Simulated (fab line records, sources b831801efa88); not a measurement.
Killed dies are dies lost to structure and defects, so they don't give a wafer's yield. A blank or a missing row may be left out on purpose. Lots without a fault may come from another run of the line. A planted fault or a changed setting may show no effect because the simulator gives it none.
Which tool did it? | flow sky130 | 13 lots, 39 wafers sampled, at 4 steps of a route of 708

WHAT THE GAUGES READ, wafer by wafer
SKY_SONOS_TUNNEL_TW_MEAS_12. Usual: SONOS_TUNNEL_TW 198.7, standard deviation 1.7.
lot  | measured     | on            | SONOS_TUNNEL_TW   | flag
L993 | day 11 04:44 | film_metro-04 | 198.2 197.3 198.2 |
L994 | day 11 15:13 | film_metro-02 | 197.7 198.3 197.4 |
L996 | day 12 08:24 | film_metro-01 | 200.5 201.5 200.6 |
L997 | day 12 12:47 | film_metro-02 | 196.9 196.6 196.6 |
L998 | day 13 03:21 | film_metro-01 | 201.8 201.5 201.8 |
L100 | day 13 23:10 | film_metro-01 | 200.8 201.0 201.3 |
L101 | day 14 04:18 | film_metro-02 | 197.5 197.3 197.4 |
L102 | day 14 07:41 | film_metro-04 | 196.2 198.0 196.8 |
L105 | day 15 08:11 | film_metro-02 | 197.0 197.8 197.3 |
L106 | day 15 18:18 | film_metro-02 | 197.3 199.2 197.3 |
L107 | day 15 23:21 | film_metro-02 | 197.8 198.1 199.0 |
L112 | day 17 15:33 | film_metro-01 | 199.9 199.3 201.4 |
L116 | day 19 09:27 | film_metro-04 | 198.1 197.0 197.5 |

SKY_SONOS_ONO_THK_MEAS_01. Usual: SONOS_ONO_OXIDATION_THK 2.60 nm, standard deviation 0.063.
lot  | measured     | on            | SONOS_ONO_OXIDATION_THK (nm) | flag
L993 | day 11 06:25 | film_metro-01 | 2.57 2.63 2.59               |
L994 | day 11 20:31 | film_metro-02 | 2.65 2.63 2.60               |
L996 | day 12 10:20 | film_metro-01 | 2.68 2.63 2.64               |
L997 | day 12 15:19 | film_metro-02 | 2.48 2.54 2.52               |
L998 | day 13 05:12 | film_metro-02 | 2.63 2.61 2.59               |
L100 | day 14 01:36 | film_metro-03 | 2.78 2.67 2.75               |
L101 | day 14 07:25 | film_metro-01 | 2.74 2.67 2.68               |
L102 | day 14 10:11 | film_metro-02 | 2.63 2.58 2.61               |
L105 | day 15 10:44 | film_metro-02 | 2.50 2.48 2.52               |
L106 | day 15 20:34 | film_metro-02 | 2.57 2.59 2.63               |
L107 | day 16 00:56 | film_metro-01 | 2.51 2.60 2.61               |
L112 | day 17 17:04 | film_metro-01 | 2.62 2.60 2.66               |
L116 | day 19 11:06 | film_metro-01 | 2.55 2.47 2.57               |

SKY_POLY_GATE_THK_MEAS_01. Usual: POLY_GATE_CVD_00_THK 179.7 nm, standard deviation 1.8.
lot  | measured     | on            | POLY_GATE_CVD_00_THK (nm) | flag
L993 | day 13 18:10 | film_metro-01 | 178.4 178.4 178.8         |
L994 | day 14 11:24 | film_metro-04 | 178.6 180.6 179.4         |
L996 | day 15 01:14 | film_metro-01 | 176.5 177.4 179.8         |
L997 | day 15 05:40 | film_metro-01 | 178.0 177.1 176.5         |
L998 | day 15 20:25 | film_metro-01 | 179.4 179.7 177.7         |
L100 | day 16 15:47 | film_metro-03 | 181.3 183.2 182.2         |
L101 | day 16 23:05 | film_metro-01 | 180.2 180.3 179.0         |
L102 | day 17 01:57 | film_metro-03 | 179.3 179.1 179.1         |
L105 | day 18 03:19 | film_metro-04 | 177.5 177.5 176.8         |
L106 | day 18 16:17 | film_metro-04 | 179.3 181.0 180.0         |
L107 | day 18 19:16 | film_metro-03 | 177.8 178.3 178.1         |
L112 | day 20 15:15 | film_metro-04 | 181.9 180.6 181.5         |
L116 | day 22 09:01 | film_metro-01 | 181.1 181.2 183.7         |

WHICH TOOL RAN EACH LOT (tool, then ch and the chambers of the sampled wafers, then the start)
lot  | SKY_SONOS_ONO_WET_ETCH_16
L993 | wet_bench-04 ch 0, day 12 09:18
L994 | wet_bench-03 ch 3, day 13 02:39
L996 | wet_bench-04 ch 2, day 13 15:07
L997 | wet_bench-01 ch 0, day 13 21:25
L998 | wet_bench-01 ch 2, day 14 10:22
L100 | wet_bench-03 ch 3, day 15 07:23
L101 | wet_bench-03 ch 2, day 15 13:01
L102 | wet_bench-04 ch 1, day 15 14:39
L105 | wet_bench-03 ch 1, day 16 16:55
L106 | wet_bench-03 ch 1, day 17 03:58
L107 | wet_bench-01 ch 3, day 17 07:37
L112 | wet_bench-03 ch 3, day 19 02:12
L116 | wet_bench-03 ch 2, day 20 21:18
- SKY_SONOS_ONO_WET_ETCH_16: etches SiO2 in dHF, target depth 14 nm, time 280 s.

WHAT THE TOOLS THEMSELVES READ (means of the sampled wafers that have a number; where no wafer has one, the mark that the record gives instead)
SKY_SONOS_ONO_WET_ETCH_16. Usual: run_length_s 308 s, standard deviation 3.2.
lot  | tool         | run_length_s (s) | flag
L993 | wet_bench-04 | 308              |
L994 | wet_bench-03 | 315              |
L996 | wet_bench-04 | 307              |
L997 | wet_bench-01 | 305              |
L998 | wet_bench-01 | 306              |
L100 | wet_bench-03 | 307              |
L101 | wet_bench-03 | 306              |
L102 | wet_bench-04 | 306              |
L105 | wet_bench-03 | 305              |
L106 | wet_bench-03 | 305              |
L107 | wet_bench-01 | 305              |
L112 | wet_bench-03 | 307              |
L116 | wet_bench-03 | 296              | OFF

THE ANSWER, worked out from the rows above alone
Rule: a lot is off if the mean of its wafers that have a number lies more than 3 standard deviations from the usual mean. A lot without any number at a reading at which 4 lots or more have one is off too. The other lots that the step has rows for count as sound. The gauges are gone through in route order, then the tools' own readings, and for those a lot's mean is taken as printed above. The first step at which some lot is off is used, and at that step the reading that is off furthest; a lot without a number counts as furthest.
Off: L116, at SKY_SONOS_ONO_WET_ETCH_16 (run_length_s).
A tool fits if, at that step or a process step before it, it ran every lot that is off, and no sound lot after the first of them. One fits: wet_bench-03 at SKY_SONOS_ONO_WET_ETCH_16. Its last sound lot is L112 (day 19 02:12), its first lot that is off L116 (day 20 21:18): a fault that began between those two fits.

WHAT THE SIMULATOR HAD PUT IN
Process parameter drift: wet_bench-03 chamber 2, from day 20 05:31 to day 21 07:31, at SKY_SONOS_ONO_WET_ETCH_16. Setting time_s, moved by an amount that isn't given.
Lots struck among those shown: L116. The rule above found the same.
